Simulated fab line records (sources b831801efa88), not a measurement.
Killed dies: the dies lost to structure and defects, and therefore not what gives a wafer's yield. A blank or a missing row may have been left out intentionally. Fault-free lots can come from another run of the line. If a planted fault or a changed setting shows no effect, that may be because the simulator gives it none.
Which tool did it?    flow sky130    Sampling: 6 lots, 16 wafers, 3 of 708 route steps

WHAT THE GAUGES SHOWED, per wafer
SKY_VIA2_CD_MEAS_12: the cd target is 200 nm.
lot   measured      on        cdNm (nm)
L352  day 37 18:22  cdSem-01  198.0 198.2 197.3
L354  day 41 00:10  cdSem-02  195.6 197.5 196.8
L357  day 41 02:38  cdSem-01  181.2 199.6
L362  day 41 06:17  cdSem-01  179.8 198.7
L370  day 41 22:01  cdSem-02  200.5 198.5 199.4
L373  day 42 23:42  cdSem-02  199.7 198.4 198.0

TOOL THAT RAN EACH LOT (tool first, then ch and the chambers of the sampled wafers, then the start)
lot   SKY_METAL2_DESCUM_17              SKY_VIA2_DEVELOP_11
L352  rieMetal-04 ch 0,1, day 36 15:04  lithoTrack-01 ch 0, day 37 18:00
L354  rieMetal-04 ch 0,1, day 39 22:07  lithoTrack-03 ch 0, day 41 00:00
L357  rieMetal-02 ch 1, day 40 00:34    lithoTrack-02 ch 0, day 41 02:00
L362  rieMetal-03 ch 1, day 40 03:46    lithoTrack-02 ch 0, day 41 06:00
L370  rieMetal-02 ch 0,1, day 40 21:39  lithoTrack-03 ch 0, day 41 21:00
L373  rieMetal-02 ch 0,1, day 41 23:46  lithoTrack-03 ch 0, day 42 23:00
- SKY_METAL2_DESCUM_17: chemistry O2, time 8 s.
- SKY_VIA2_DEVELOP_11: develop time 60 s.

THE ANSWER, worked out from the rows above alone
Rule: the lots themselves supply what counts as usual. The widest of any qualifying gaps counts: lots, ordered by their means at a reading, are off when they make up no more than a third of the lots, leave a main group of 4 or more, and stand apart from it by 3 or more times the standard deviation of that group's means. A main group whose means are all the same, to the digits that the tables above print for the reading, isn't used. A lot without any number at a reading at which 4 lots or more have one is off too. The other lots that the step has rows for count as sound.
Off: L357, L362 (SKY_VIA2_CD_MEAS_12, cdNm). The main group has a mean of 198.2 nm with a standard deviation of 1.1.
A tool fits if, at a process step before that reading, it ran every lot that is off, and no sound lot after the first of them. Gauges at SKY_VIA2_CD_MEAS_12: tried the same way as those tools. This does not decide it: 2 tools fit, namely lithoTrack-02 at SKY_VIA2_DEVELOP_11 and cdSem-01 at SKY_VIA2_CD_MEAS_12.

WHAT THE SIMULATOR HAD PUT IN
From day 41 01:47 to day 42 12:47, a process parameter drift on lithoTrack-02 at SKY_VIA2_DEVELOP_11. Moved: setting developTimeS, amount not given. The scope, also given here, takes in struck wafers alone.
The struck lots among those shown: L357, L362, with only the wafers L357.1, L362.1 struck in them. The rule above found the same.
